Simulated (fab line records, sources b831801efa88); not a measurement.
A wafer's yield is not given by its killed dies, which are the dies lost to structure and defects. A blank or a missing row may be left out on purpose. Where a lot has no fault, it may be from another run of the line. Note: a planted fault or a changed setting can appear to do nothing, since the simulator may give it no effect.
fab line records	flow sky130
record: lots: 6	wafers: 18	last_day: 50
route steps=708 shown VIA2@525 METAL3@532 CAPM@537 PAD_OPEN@708
lots that met no fault: from a run of the same line without faults
start_h: the number of hours between the record's first day and the start of the first shown wafer of the lot	wait_h: how many hours have passed since the lot's step before this one	" unchanged from the row above	L1.1+2: a row that stands for several wafers	- no value, or no start given	* or withheld: withheld	< > ~ a bound
route shown NAME@n: NAME is a module with steps in the file, n the number in the route of the first one	usual: mean and standard deviation over wafers with no fault	same: alike in all rows	chamber/n: place in a boat	sites: the reading at each site	_std_site: the values' standard deviation	_edge_site: mean of outer sites minus mean of inner sites	radius_mm: for every site, how far away it sits from the centre of the wafer	mask NAME#n: copy n	behind: the last tool/chamber to shape the wafer	hold: reason for holding the lot/hours on hold/outcome of the hold	device: the n, p or np transistor that did not switch	end of line: tests of these same wafers at the route's end	step lacking rows: just its recipe	killed: at the first sort, the dies lost to defects and structure; wafer yield is something else	map: a wafer's dies, x killed, . not, _ none there
set.NAME: the run value of the setting; set.NAME@STEP: its run value at that earlier step	model.NAME: the simulator's own value behind a step, which no gauge read
certain route steps with their lots: each step a table, each wafer a row
services: a tool's chamber out of use, with start hour (start_h, from the record's first day; less than 0 if before it), hours out, and reason
== steps ==
step: SKY_VIA2_CLEAN_18
recipe: chemistry: IPA	time_s: 180	temp_c: 25
step: SKY_VIA2_CLEAN_19
recipe: chemistry: O3/DIW	dry: n2_spin
step: SKY_VIA2_SPUTTER_20
recipe: material: TiN	target_thk_nm: 20	chamber_pressure_pa: 5	power_w: 4000	time_s: 80
step: SKY_VIA2_CVD_21
recipe: material: W	target_thk_nm: 420	time_s: 126.4	temp_c: 400	pressure_torr: 40
usual: heater_power_w: 822/85
lot.wafer	tool	chamber	start_h	wait_h	heater_power_w	since_wet_clean_h
L901.1	cvd_w-02	1	838.75	0.0	758	435
L901.3	"	0	"	"	980	-
L901.6	"	1	"	"	737	-
L902.1	cvd_w-01	1	857.11	0.0	790	953
L902.4	"	0	"	"	841	-
L902.6	"	1	"	"	808	-
L912.3	cvd_w-02	1	932.91	0.1	748	-
L912.5	"	0	"	"	988	-
L912.6	"	1	"	"	757	-
L917.2	cvd_w-02	0	964.53	0.0	979	561
L917.3	"	1	"	"	730	-
L917.4	"	0	"	"	975	-
L923.2	cvd_w-01	0	999.22	0.1	789	-
L923.3	"	0	"	"	775	-
L923.5	"	0	"	"	777	-
L924.1	cvd_w-01	0	1003.02	0.0	773	85
L924.3	"	0	"	"	782	-
L924.4	"	0	"	"	766	-
step: SKY_VIA2_RS_MEAS_22
recipe: thk_meas_gauge: four-point-probe	reads: W_of_VIA2_CVD_21+TiN_of_VIA2_SPUTTER_20
usual: VIA2_W_RS: 0.2738/0.0025
lot.wafer	tool	chamber	start_h	wait_h	VIA2_W_RS[ohm/sq]
L901.1	film_metro-01	-	838.89	0.1	0.2723
L901.3	"	-	"	"	0.2768
L901.6	"	-	"	"	0.2752
L902.1	film_metro-01	-	857.24	0.1	0.2720
L902.4	"	-	"	"	0.2745
L902.6	"	-	"	"	0.2745
L912.3	film_metro-01	-	933.04	0.1	0.2753
L912.5	"	-	"	"	0.2769
L912.6	"	-	"	"	0.2780
L917.2	film_metro-02	-	964.68	0.1	0.2750
L917.3	"	-	"	"	0.2714
L917.4	"	-	"	"	0.2767
L923.2	film_metro-03	-	999.45	0.2	0.2750
L923.3	"	-	"	"	0.2742
L923.5	"	-	"	"	0.2743
L924.1	film_metro-02	-	1003.28	0.2	0.2726
L924.3	"	-	"	"	0.2719
L924.4	"	-	"	"	0.2706
step: SKY_VIA2_THK_MEAS_23
recipe: thk_meas_gauge: xrf	reads: W_of_VIA2_CVD_21
usual: VIA2_W_THK: 418/5.9
lot.wafer	tool	chamber	start_h	wait_h	VIA2_W_THK[nm]
L901.1	film_metro-01	-	839.01	0.1	427
L901.3	"	-	"	"	418
L901.6	"	-	"	"	426
L902.1	film_metro-01	-	857.36	0.1	428
L902.4	"	-	"	"	424
L902.6	"	-	"	"	423
L912.3	film_metro-01	-	933.14	0.1	420
L912.5	"	-	"	"	419
L912.6	"	-	"	"	415
L917.2	film_metro-02	-	964.79	0.1	406
L917.3	"	-	"	"	411
L917.4	"	-	"	"	405
L923.2	film_metro-03	-	999.56	0.1	423
L923.3	"	-	"	"	424
L923.5	"	-	"	"	423
L924.1	film_metro-02	-	1003.40	0.1	418
L924.3	"	-	"	"	420
L924.4	"	-	"	"	421
step: SKY_VIA2_CMP_24
recipe: stop_on: SiO2	t_overpolish_s: 20	down_force_psi: 3.5	platen_rpm: 60	target_thk_nm: 0	pad_velocity_m_s: 0.94248
step: SKY_METAL3_SPUTTER_00
recipe: material: Ti	target_thk_nm: 15	power_w: 3000	time_s: 10	chamber_pressure_pa: 0.4
step: SKY_METAL3_SPUTTER_01
recipe: material: TiN	target_thk_nm: 20	power_w: 6245	time_s: 16.7	chamber_pressure_pa: 0.4
usual: throttle_valve_pct: 30.5/0.84
lot.wafer	tool	chamber	start_h	wait_h	throttle_valve_pct
L901.1	pvd_sputter-03	-	839.39	0.0	29.5
L901.3	"	-	"	"	30.5
L901.6	"	-	"	"	30.7
L902.1	pvd_sputter-01	-	857.90	0.0	29.4
L902.4	"	-	"	"	31.7
L902.6	"	-	"	"	29.2
L912.3	pvd_sputter-01	-	933.50	0.0	31.7
L912.5	"	-	"	"	30.1
L912.6	"	-	"	"	30.7
L917.2	pvd_sputter-04	-	965.64	0.0	30.9
L917.3	"	-	"	"	30.9
L917.4	"	-	"	"	30.8
L923.2	pvd_sputter-01	-	999.97	0.0	30.3
L923.3	"	-	"	"	30.7
L923.5	"	-	"	"	28.8
L924.1	pvd_sputter-01	-	1003.78	0.0	29.2
L924.3	"	-	"	"	30.3
L924.4	"	-	"	"	30.8
step: SKY_METAL3_SPUTTER_02
recipe: material: AlCu	target_thk_nm: 735	power_w: 10600	time_s: 39.1	chamber_pressure_pa: 0.4
step: SKY_METAL3_SPUTTER_03
recipe: material: Ti	target_thk_nm: 5	power_w: 3000	time_s: 3.3	chamber_pressure_pa: 0.4
usual: throttle_valve_pct: 30.4/0.86
lot.wafer	tool	chamber	start_h	wait_h	throttle_valve_pct
L901.1	pvd_sputter-03	-	839.45	0.0	29.2
L901.3	"	-	"	"	30.8
L901.6	"	-	"	"	30.6
L902.1	pvd_sputter-01	-	857.97	0.0	28.9
L902.4	"	-	"	"	31.8
L902.6	"	-	"	"	28.8
L912.3	pvd_sputter-01	-	933.57	0.0	31.9
L912.5	"	-	"	"	30.0
L912.6	"	-	"	"	30.8
L917.2	pvd_sputter-04	-	965.71	0.0	30.9
L917.3	"	-	"	"	31.2
L917.4	"	-	"	"	31.0
L923.2	pvd_sputter-01	-	1000.03	0.0	30.0
L923.3	"	-	"	"	30.7
L923.5	"	-	"	"	29.0
L924.1	pvd_sputter-01	-	1003.85	0.0	28.9
L924.3	"	-	"	"	30.3
L924.4	"	-	"	"	30.9
step: SKY_METAL3_SPUTTER_04
recipe: material: TiN	target_thk_nm: 70	power_w: 6500	time_s: 58.3	chamber_pressure_pa: 0.4
step: SKY_CAPM_CVD_00
recipe: material: SiO2	target_thk_nm: 15.5	temp_c: 400	time_s: withheld	rf_w: 450
usual: heater_power_w: 747/130
lot.wafer	tool	chamber	start_h	wait_h	heater_power_w
L901.1	pecvd-03	0	839.52	0.0	720
L901.3	"	1	"	"	820
L901.6	"	1	"	"	806
L902.1	pecvd-04	0	858.03	0.0	612
L902.4	"	2	"	"	728
L902.6	"	1	"	"	700
L912.3	pecvd-03	0	933.65	0.0	750
L912.5	"	0	"	"	791
L912.6	"	1	"	"	784
L917.2	pecvd-01	0	965.77	0.0	1088
L917.3	"	2	"	"	648
L917.4	"	1	"	"	697
L923.2	pecvd-04	1	1000.10	0.0	681
L923.3	"	2	"	"	686
L923.5	"	2	"	"	702
L924.1	pecvd-04	2	1003.92	0.0	741
L924.3	"	1	"	"	608
L924.4	"	2	"	"	749
step: SKY_CAPM_THK_MEAS_01
recipe: reads: SiO2_of_CAPM_CVD_00
usual: CAPM_CVD_00_THK: 15.59/0.23
lot.wafer	tool	chamber	start_h	wait_h	CAPM_CVD_00_THK[nm]
L901.1	film_metro-01	-	839.54	-	15.74
L901.3	"	-	"	"	16.02
L901.6	"	-	"	"	15.94
L902.1	film_metro-04	-	858.06	-	15.37
L902.4	"	-	"	"	15.51
L902.6	"	-	"	"	15.60
L912.3	film_metro-03	-	933.70	-	15.52
L912.5	"	-	"	"	15.62
L912.6	"	-	"	"	15.80
L917.2	film_metro-01	-	965.81	-	15.00
L917.3	"	-	"	"	15.14
L917.4	"	-	"	"	15.49
L923.2	film_metro-01	-	1000.13	-	15.14
L923.3	"	-	"	"	15.40
L923.5	"	-	"	"	15.44
L924.1	film_metro-03	-	1003.94	-	15.21
L924.3	"	-	"	"	15.33
L924.4	"	-	"	"	15.47
step: SKY_CAPM_SPUTTER_02
recipe: material: TiN	target_thk_nm: 200	temp_c: 300	power_w: 6739	time_s: 166.7	chamber_pressure_pa: 0.4
step: SKY_CAPM_RS_MEAS_03
recipe: thk_meas_gauge: four-point-probe	reads: TiN_of_CAPM_SPUTTER_02
usual: CAPM_TIN_RS: 6.66/0.057
lot.wafer	tool	chamber	start_h	wait_h	CAPM_TIN_RS[ohm/sq]
L901.1	film_metro-03	-	839.71	0.1	6.71
L901.3	"	-	"	"	6.60
L901.6	"	-	"	"	6.67
L902.1	film_metro-03	-	858.22	0.1	6.77
L902.4	"	-	"	"	6.66
L902.6	"	-	"	"	6.68
L912.3	film_metro-04	-	933.89	0.1	6.66
L912.5	"	-	"	"	6.63
L912.6	"	-	"	"	6.58
L917.2	film_metro-03	-	965.98	0.1	6.68
L917.3	"	-	"	"	6.60
L917.4	"	-	"	"	6.69
L923.2	film_metro-01	-	1000.31	0.1	6.61
L923.3	"	-	"	"	6.64
L923.5	"	-	"	"	6.66
L924.1	film_metro-01	-	1004.11	0.1	6.70
L924.3	"	-	"	"	6.67
L924.4	"	-	"	"	6.67
step: SKY_CAPM_THK_MEAS_04
recipe: thk_meas_gauge: xrf	reads: TiN_of_CAPM_SPUTTER_02
usual: CAPM_TIN_THK: 211.6/1.9
lot.wafer	tool	chamber	start_h	wait_h	CAPM_TIN_THK[nm]
L901.1	film_metro-03	-	839.83	0.1	209.8
L901.3	"	-	"	"	213.9
L901.6	"	-	"	"	211.6
L902.1	film_metro-03	-	858.34	0.1	209.3
L902.4	"	-	"	"	212.1
L902.6	"	-	"	"	212.3
L912.3	film_metro-04	-	933.99	0.1	211.2
L912.5	"	-	"	"	211.9
L912.6	"	-	"	"	211.2
L917.2	film_metro-03	-	966.09	0.1	210.2
L917.3	"	-	"	"	214.5
L917.4	"	-	"	"	211.1
L923.2	film_metro-01	-	1000.42	0.1	212.0
L923.3	"	-	"	"	211.6
L923.5	"	-	"	"	210.1
L924.1	film_metro-01	-	1004.23	0.1	210.4
L924.3	"	-	"	"	209.9
L924.4	"	-	"	"	209.5
step: SKY_CAPM_DEHYDRATE_05
recipe: temp_c: 200	time_s: 60
step: SKY_CAPM_HMDS_06
recipe: prime_time_s: 60	prime_temp_c: 120
step: SKY_CAPM_COAT_07
recipe: resist: NOVOLAK	spin_rpm: 3000	resist_thk_nm: 1140
step: SKY_CAPM_SOFTBAKE_08
recipe: temp_c: 90	time_s: 60	resist: NOVOLAK
step: SKY_CAPM_EXPOSE_09
recipe: mask_id: CAPM	na: 0.6	source_shape: conventional	sigma_outer: 0.6	polarization: unpolarized	target_cd_nm: 1000	dose_mj: 159
step: SKY_CAPM_PEB_10
recipe: temp_c: withheld	time_s: *	resist: NOVOLAK
step: SKY_CAPM_DEVELOP_11
recipe: resist: NOVOLAK	developer: TMAH	develop_time_s: 60	dev_temp_c: 23
step: SKY_CAPM_OVL_MEAS_12
usual: CAPM_OVL: -0.4/1.4
lot.wafer	tool	chamber	start_h	wait_h	CAPM_OVL[nm]
L901.1	overlay-01	-	864.77	0.1	1.0
L901.3	"	-	"	"	0.3
L901.6	"	-	"	"	1.0
L902.1	overlay-01	-	884.32	0.1	1.9
L902.4	"	-	"	"	-0.2
L902.6	"	-	"	"	2.7
L912.3	overlay-01	-	957.78	0.1	-2.0
L912.5	"	-	"	"	0.1
L912.6	"	-	"	"	-0.9
L917.2	overlay-02	-	989.66	0.1	1.4
L917.3	"	-	"	"	1.0
L917.4	"	-	"	"	1.1
L923.2	overlay-02	-	1023.13	0.1	-0.9
L923.3	"	-	"	"	-1.3
L923.5	"	-	"	"	-2.3
L924.1	overlay-02	-	1027.14	0.1	-3.0
L924.3	"	-	"	"	-1.6
L924.4	"	-	"	"	-0.7
step: SKY_CAPM_METAL_ETCH_13
recipe: target_depth_nm: 220	stop_on: SiO2	chemistry: Cl2/BCl3	target: TiN	pressure_mtorr: 10	icp_w: 900	bias_w: 48.5	Cl2_flow_sccm: 60	bcl3_flow_sccm: 30	time_s: 62.9
usual: drypump_motor_current_A: 5.60/0.28	oes_product_au: 0.962/0.0069	throttle_valve_pct: 21.889/0.0092
lot.wafer	tool	chamber	start_h	wait_h	drypump_motor_current_A	oes_product_au	rf_hours_counter_h	throttle_valve_pct
L901.1	rie_metal-01	0	864.81	0.0	5.47	0.955	15	21.889
L901.3	"	0	"	"	5.47	0.976	-	21.890
L901.6	"	0	"	"	5.48	0.960	-	21.903
L902.1	rie_metal-03	1	884.36	0.0	5.96	0.952	11	21.912
L902.4	"	0	"	"	5.28	0.959	-	21.889
L902.6	"	1	"	"	5.92	0.959	-	21.904
L912.3	rie_metal-03	1	957.83	0.0	5.92	0.956	-	21.891
L912.5	"	0	"	"	5.26	0.965	-	21.878
L912.6	"	1	"	"	5.90	0.959	-	21.895
L917.2	rie_metal-01	0	989.69	0.0	5.46	0.964	3	21.888
L917.3	"	1	"	"	6.02	0.963	-	21.880
L917.4	"	0	"	"	5.47	0.964	-	21.875
L923.2	rie_metal-02	1	1023.16	0.0	5.61	0.968	16	21.880
L923.3	"	0	"	"	5.30	0.965	-	21.901
L923.5	"	1	"	"	5.61	0.958	-	21.898
L924.1	rie_metal-02	0	1027.18	0.0	5.27	0.949	13	21.887
L924.3	"	0	"	"	5.27	0.958	-	21.896
L924.4	"	1	"	"	5.62	0.958	-	21.897
step: SKY_CAPM_STRIP_14
recipe: chemistry: O2/N2	power_w: 1400	pressure_mtorr: 1500	platen_temp_c: withheld	o2_flow_sccm: 3000	n2_flow_sccm: 300	overash_fraction: 0.5
step: SKY_CAPM_STRIP_15
recipe: chemistry: post_etch_residue_remover	time_s: 1200	temp_c: 72.5
step: SKY_CAPM_CLEAN_16
recipe: chemistry: IPA	time_s: 180	temp_c: 25
step: SKY_CAPM_CLEAN_17
recipe: chemistry: O3/DIW	dry: n2_spin
step: SKY_METAL3_DEHYDRATE_05
recipe: temp_c: 200	time_s: 60
step: SKY_METAL3_HMDS_06
recipe: prime_time_s: 60	prime_temp_c: 120
step: SKY_METAL3_COAT_07
recipe: resist: BARC	temp_c: withheld	time_s: withheld	spin_rpm: 3000	resist_thk_nm: 60
step: SKY_METAL3_COAT_08
recipe: resist: KrF-thick	spin_rpm: 3000	resist_thk_nm: 1140
step: SKY_METAL3_SOFTBAKE_09
recipe: temp_c: 100	time_s: 90	resist: KrF-thick
step: SKY_METAL3_EXPOSE_10
recipe: mask_id: MM3	na: 0.68	source_shape: annular	sigma_inner: 0.4	sigma_outer: 0.8	target_cd_nm: 300	dose_mj: 28
step: SKY_METAL3_PEB_11
recipe: peb_temp_c: withheld	peb_time_s: withheld	resist: KrF-thick
step: SKY_METAL3_DEVELOP_12
recipe: develop_time_s: 60	resist: KrF-thick	dev_temp_c: 21.9
step: SKY_METAL3_CD_MEAS_13
recipe: target_cd_nm: 300
usual: cd_nm: 300.2/1.3
lot.wafer	tool	chamber	start_h	wait_h	cd_nm
L901.1	cd_sem-02	-	891.30	-	298.9
L901.3	"	-	"	"	300.4
L901.6	"	-	"	"	300.7
L902.1	cd_sem-01	-	910.61	-	299.6
L902.4	"	-	"	"	299.3
L902.6	"	-	"	"	301.8
L912.3	cd_sem-01	-	982.43	-	298.2
L912.5	"	-	"	"	298.7
L912.6	"	-	"	"	299.8
L917.2	cd_sem-02	-	1013.63	-	301.7
L917.3	"	-	"	"	303.2
L917.4	"	-	"	"	301.4
L923.2	cd_sem-02	-	1046.22	-	300.3
L923.3	"	-	"	"	300.8
L923.5	"	-	"	"	299.8
L924.1	cd_sem-02	-	1049.09	-	299.5
L924.3	"	-	"	"	299.2
L924.4	"	-	"	"	298.6
step: SKY_METAL3_OVL_MEAS_14
usual: METAL3_OVL: -5/5.7
lot.wafer	tool	chamber	start_h	wait_h	METAL3_OVL[nm]
L901.1	overlay-01	-	891.42	0.1	-4
L901.3	"	-	"	"	-6
L901.6	"	-	"	"	-5
L902.1	overlay-02	-	910.73	0.1	0
L902.4	"	-	"	"	-1
L902.6	"	-	"	"	2
L912.3	overlay-02	-	982.52	0.1	-10
L912.5	"	-	"	"	-14
L912.6	"	-	"	"	-10
L917.2	overlay-02	-	1013.73	0.1	-2
L917.3	"	-	"	"	-5
L917.4	"	-	"	"	-4
L923.2	overlay-02	-	1046.33	0.1	-3
L923.3	"	-	"	"	-8
L923.5	"	-	"	"	-7
L924.1	overlay-02	-	1049.21	0.1	6
L924.3	"	-	"	"	-4
L924.4	"	-	"	"	-7
step: SKY_METAL3_DESCUM_15
recipe: chemistry: O2	source_power_w: 150	bias_power_w: 0	pressure_mtorr: 10	temp_c: 40	time_s: 8
step: SKY_METAL3_ETCH_16
recipe: chemistry: N2/H2	target: BARC	ion_energy_ev: 200	bias_w: 100	pressure_mtorr: 30	n2_flow_sccm: 100	h2_flow_sccm: 200	icp_w: 500	stop_on: SiO2	time_s: 88.2	target_depth_a: 600
usual: drypump_motor_current_A: 5.8/0.39	oes_product_au: 0.625/0.0048	throttle_valve_pct: 13.205/0.0092
lot.wafer	tool	chamber	start_h	wait_h	drypump_motor_current_A	oes_product_au	rf_hours_counter_h	throttle_valve_pct
L901.1	rie_metal-04	1	891.49	0.0	6.4	0.628	4	13.201
L901.3	"	1	"	"	6.4	0.621	-	13.214
L901.6	"	1	"	"	6.4	0.633	-	13.213
L902.1	rie_metal-02	0	910.83	0.1	5.3	0.626	7	13.191
L902.4	"	0	"	"	5.3	0.632	-	13.207
L902.6	"	0	"	"	5.3	0.633	-	13.209
L912.3	rie_metal-02	1	982.63	0.1	5.6	0.626	-	13.220
L912.5	"	1	"	"	5.6	0.631	-	13.224
L912.6	"	0	"	"	5.3	0.624	-	13.205
L917.2	rie_metal-04	1	1013.80	0.0	6.4	0.630	10	13.212
L917.3	"	1	"	"	6.4	0.618	-	13.210
L917.4	"	0	"	"	5.7	0.618	-	13.189
L923.2	rie_metal-02	0	1046.39	0.0	5.3	0.620	14	13.210
L923.3	"	0	"	"	5.3	0.627	-	13.216
L923.5	"	1	"	"	5.6	0.625	-	13.210
L924.1	rie_metal-04	0	1049.28	0.0	5.7	0.624	6	13.205
L924.3	"	0	"	"	5.7	0.623	-	13.201
L924.4	"	1	"	"	6.4	0.618	-	13.192
step: SKY_PAD_OPEN_PROBE_99
usual: defect_limited_yield: 82.6/1.9	killed_at_M0_to_M3: 43/6.5	killed_at_M4_up: 3.2/1.8	killed_at_contacts: 24/5	killed_at_front_end: 15/4.1	killed_at_other: 0.3/0.54	killed_dies: 85/9.3	killed_open: 47/7.2	killed_short: 39/5.9	sort_bin_3_pad_short: 0.9/0.4	sort_bin_5_function: 10.3/1.5	sort_bin_6_memory: 6.2/1.2	sort_n_pass: 407/9.3	sort_yield_pct: 82.6/1.9
same: gross_dies: 492	killed_at_back_side: 0	sort_bin_4_leakage[%]: 0	sort_bin_8_speed[%]: 0
lot.wafer	tool	chamber	start_h	wait_h	defect_limited_yield[%]	killed_at_M0_to_M3	killed_at_M4_up	killed_at_contacts	killed_at_front_end	killed_at_other	killed_dies	killed_open	killed_short	sort_bin_3_pad_short[%]	sort_bin_5_function[%]	sort_bin_6_memory[%]	sort_n_pass	sort_yield_pct[%]	model.etest.tester.sort_n_pass	model.etest.tester.sort_yield_pct	model.etest.tester.sort_bin_5_pct	model.etest.tester.sort_bin_3_pct
L901.1	prober-02	-	1065.38	0.1	83.5	36	3	19	23	0	81	42	38	0.6	9.3	6.5	411	83.5	411	83.54	9.35	0.6098
L901.3	prober-02	-	1065.48	0.2	86.2	36	2	16	14	0	68	39	28	0.8	8.5	4.5	424	86.2	424	86.18	8.537	0.813
L901.6	prober-02	-	1065.63	0.2	82.7	37	4	27	16	1	85	48	35	0.8	11.0	5.5	407	82.7	407	82.72	10.98	0.813
L902.1	prober-01	-	1083.56	0.1	81.5	47	1	24	19	0	91	45	45	0.8	11.8	5.9	401	81.5	401	81.5	11.79	0.813
L902.4	prober-01	-	1083.71	0.2	80.1	39	8	27	24	0	98	58	40	1.4	10.6	7.9	394	80.1	394	80.08	10.57	1.423
L902.6	prober-01	-	1083.81	0.2	83.3	43	2	17	20	0	82	42	40	0.6	7.5	8.5	410	83.3	410	83.33	7.52	0.6098
L917.2	prober-02	-	1165.76	0.1	82.9	39	4	26	15	0	84	48	36	1.0	10.0	6.1	408	82.9	408	82.93	9.959	1.016
L917.3	prober-02	-	1165.81	0.2	81.5	47	5	25	14	0	91	56	35	1.0	10.8	6.7	401	81.5	401	81.5	10.77	1.016
L917.4	prober-02	-	1165.86	0.2	84.3	37	1	22	16	1	77	43	34	0.8	7.9	6.9	415	84.3	415	84.35	7.927	0.813
L923.2	prober-02	-	1189.34	0.1	77.0	39	3	24	10	37	113	40	36	1.6	14.6	6.7	379	77.0	379	77.03	14.63	1.626
L923.3	prober-02	-	1189.39	0.2	72.6	45	3	25	16	46	135	49	40	2.4	16.7	8.3	357	72.6	357	72.56	16.67	2.439
L923.5	prober-02	-	1189.49	0.2	76.0	42	1	20	9	46	118	40	33	2.2	14.4	7.3	374	76.0	374	76.02	14.43	2.236
L924.1	prober-02	-	1191.67	0.1	76.6	30	6	22	15	42	115	35	38	1.4	15.4	6.5	377	76.6	377	76.63	15.45	1.423
L924.3	prober-02	-	1191.77	0.2	76.4	39	3	18	20	36	116	45	35	1.6	14.2	7.7	376	76.4	376	76.42	14.23	1.626
L924.4	prober-02	-	1191.82	0.2	74.6	45	2	23	8	47	125	44	33	2.8	15.7	6.9	367	74.6	367	74.59	15.65	2.846
killed by level:class
L901.1 VIA1:geometric_particle:open=8 CONTACT:geometric_particle:open=7 POLY_GATE:geometric_particle:short=6 POLY_GATE:geometric_particle:open=6 FIELD_ISO:geometric_particle:open=5 LI_CONTACT:geometric_particle:short=4 METAL1:geometric_particle:open=4 METAL1:geometric_particle:short=4
L901.3 CONTACT:geometric_particle:open=9 VIA1:geometric_particle:open=8 VIA2:geometric_particle:open=7 METAL1:geometric_particle:short=6 VIA3:geometric_particle:open=5 FIELD_ISO:geometric_particle:short=4 LI_CONTACT:geometric_particle:open=4 METAL2:geometric_particle:short=4
L901.6 CONTACT:geometric_particle:open=13 VIA1:geometric_particle:open=10 METAL1:geometric_particle:short=7 VIA2:geometric_particle:open=6 LI_CONTACT:geometric_particle:open=6 POLY_GATE:geometric_particle:open=5 METAL2:geometric_particle:short=4 METAL4:geometric_particle:short=4
L902.1 VIA1:geometric_particle:open=14 CONTACT:geometric_particle:open=8 VIA3:geometric_particle:open=8 LOCAL_INTERCONNECT:geometric_particle:short=7 METAL2:geometric_particle:short=6 VIA2:geometric_particle:short=5 FIELD_ISO:geometric_particle:short=4 POLY_GATE:geometric_particle:short=4
L902.4 CONTACT:geometric_particle:open=9 VIA1:geometric_particle:open=9 LI_CONTACT:geometric_particle:open=8 FIELD_ISO:geometric_particle:open=7 VIA3:geometric_particle:open=6 METAL2:geometric_particle:short=6 POLY_GATE:geometric_particle:open=5 METAL4:geometric_particle:short=5
L902.6 VIA2:geometric_particle:open=10 FIELD_ISO:geometric_particle:short=9 CONTACT:geometric_particle:open=6 METAL1:geometric_particle:short=6 VIA1:geometric_particle:open=6 FIELD_ISO:geometric_particle:open=5 METAL2:geometric_particle:short=5 LOCAL_INTERCONNECT:geometric_particle:short=4
L917.2 LI_CONTACT:geometric_particle:open=8 VIA1:geometric_particle:open=8 CONTACT:geometric_particle:open=8 METAL1:geometric_particle:short=8 VIA2:geometric_particle:open=8 CONTACT:geometric_particle:short=6 POLY_GATE:geometric_particle:open=5 FIELD_ISO:geometric_particle:short=3
L917.3 VIA1:geometric_particle:open=16 CONTACT:geometric_particle:open=10 LI_CONTACT:geometric_particle:open=9 VIA1:geometric_particle:short=7 VIA3:geometric_particle:open=6 POLY_GATE:geometric_particle:open=4 METAL1:geometric_particle:short=4 METAL2:geometric_particle:short=4
L917.4 CONTACT:geometric_particle:open=9 METAL1:geometric_particle:short=9 VIA1:geometric_particle:open=9 VIA2:geometric_particle:open=7 POLY_GATE:geometric_particle:short=4 LI_CONTACT:geometric_particle:open=4 CONTACT:geometric_particle:short=4 FIELD_ISO:geometric_particle:open=3
L923.2 CAPM:unspecified=37 CONTACT:geometric_particle:open=12 VIA1:geometric_particle:open=9 METAL2:geometric_particle:short=6 LI_CONTACT:geometric_particle:open=5 FIELD_ISO:geometric_particle:open=4 LOCAL_INTERCONNECT:geometric_particle:short=4 VIA1:geometric_particle:short=4
L923.3 CAPM:unspecified=46 CONTACT:geometric_particle:open=13 VIA1:geometric_particle:open=11 METAL2:geometric_particle:short=10 FIELD_ISO:geometric_particle:open=5 VIA3:geometric_particle:open=5 METAL1:geometric_particle:short=4 VIA1:geometric_particle:short=4
L923.5 CAPM:unspecified=45 VIA1:geometric_particle:open=13 CONTACT:geometric_particle:open=7 CONTACT:geometric_particle:short=6 METAL2:geometric_particle:short=5 VIA2:geometric_particle:open=5 VIA3:geometric_particle:open=5 METAL1:geometric_particle:short=4
L924.1 CAPM:unspecified=42 LI_CONTACT:geometric_particle:open=9 VIA1:geometric_particle:open=7 CONTACT:geometric_particle:short=6 CONTACT:geometric_particle:open=5 VIA1:geometric_particle:short=5 METAL4:geometric_particle:short=5 FIELD_ISO:geometric_particle:short=4
L924.3 CAPM:unspecified=36 CONTACT:geometric_particle:open=8 VIA3:geometric_particle:open=8 POLY_GATE:geometric_particle:short=7 VIA1:geometric_particle:open=7 LI_CONTACT:geometric_particle:open=5 VIA1:geometric_particle:short=4 VIA2:geometric_particle:open=4
L924.4 CAPM:unspecified=47 CONTACT:geometric_particle:open=9 VIA1:geometric_particle:open=9 METAL1:geometric_particle:short=6 VIA2:geometric_particle:open=6 CONTACT:geometric_particle:short=5 VIA3:geometric_particle:open=5 POLY_GATE:geometric_particle:open=4
map L923.3 (x killed, . not)
__________........x._________
________.x...........x_______
______..........x......._____
_____.....x..x..x.x.....x____
____..x..x.....x..........___
___.....xx.x.....x.....xx..__
__.x....x.x............x..x._
_..x...xx....................
_...x.x..xx.x.x..x....xx.x...
_....x..xxx..........x.xxxxxx
_..x....x..xxx.......xxxxx.xx
_x..xx..x......x...xxxxxxxxxx
_...........x.......xxxxxxxxx
_x....x...x..........xxxxxxxx
_x..x.....x.x....x..xxxxx.xxx
__...x.....x.......x...xxx.._
___..x......x.....xx..xx.x.__
____...x.....x..x....x....___
_____..xx.xx...x........x____
______...........x......_____
________......x.....x._______
__________...x......_________
map L924.4 (x killed, . not)
__________.........._________
________...xx...x....._______
______.x..x....x...x...._____
_____....................____
____........x.x...........___
___..x....x..x..........x.x__
__.........x.x.x.x..xx....x._
_.x.x...x.x..xxx......xx.x...
_....x....x......x....x.x...x
_......x...xx.x........xx.xx.
_...x....x...x......x.xxxxxx.
_...........x....x..xxxxxxxxx
_x......x....x....xx.xxxxxxx.
_....x.............xxxxxxxxxx
_....x......x..x......xxxxxx.
__.....x.x..x..x.....xxxx.xx_
___................x...x...__
____...x..xx...........xx.___
_____.x.x.x......xx....x.____
______.................._____
________.....x....x..._______
__________x....x...._________
== services ==
tool	chamber	start_h	hours	kind
pvd_sputter-04	-	816.75	6.7	repair
rie_metal-02	-	818.43	0.7	repair
pecvd-04	-	821.45	2.6	repair
rie_metal-03	1	838.38	15.3	repair
pecvd-04	-	854.37	0.8	repair
cvd_w-02	1	870.12	12.9	repair
pecvd-04	-	884.39	2.8	repair
cvd_w-02	-	884.43	1.1	repair
cvd_w-01	-	889.50	4.3	pm
rie_metal-02	1	903.83	13.9	repair
cvd_w-01	-	904.00	14.0	pm
pecvd-03	2	920.60	18.5	repair
pvd_sputter-01	-	930.89	0.5	repair
cvd_w-02	-	934.49	2.8	pm
rie_metal-03	-	941.99	1.4	pm
rie_metal-03	-	951.21	4.3	pm
cvd_w-01	1	953.63	5.4	repair
cvd_w-02	0	954.77	8.1	repair
pecvd-04	-	955.46	0.8	repair
pecvd-04	1	955.66	24.8	repair
cvd_w-01	1	980.61	25.2	repair
rie_metal-02	1	985.15	4.3	repair
pvd_sputter-04	-	1001.93	8.5	repair
cvd_w-02	-	1013.99	3.8	repair
== key ==
first_sign: step: SKY_PAD_OPEN_PROBE_99	reading: killed_at_other	direction: up	sigmas: 42	usual: 0.3	struck: 42.3
effect: step: SKY_PAD_OPEN_PROBE_99	reading: defect_limited_yield	direction: down	sigmas: 3.8	usual: 82.6	struck: 75.5
model_effect: step: SKY_PAD_OPEN_PROBE_99	value: etest.tester.sort_n_pass	without: 407.3	struck: 371.7
met_at SKY_CAPM_CVD_00
struck_wafers L923.2,L923.3,L923.5,L924.1,L924.3,L924.4
onset_between 858.03 1000.10
also_fits time
fault: kind: chamber_particle_source	tool: pecvd-04	chamber: -	onset_h: 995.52	steps: SKY_CAPM_CVD_00	rate_per_visit_cm2: 0.46262	end_h: 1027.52
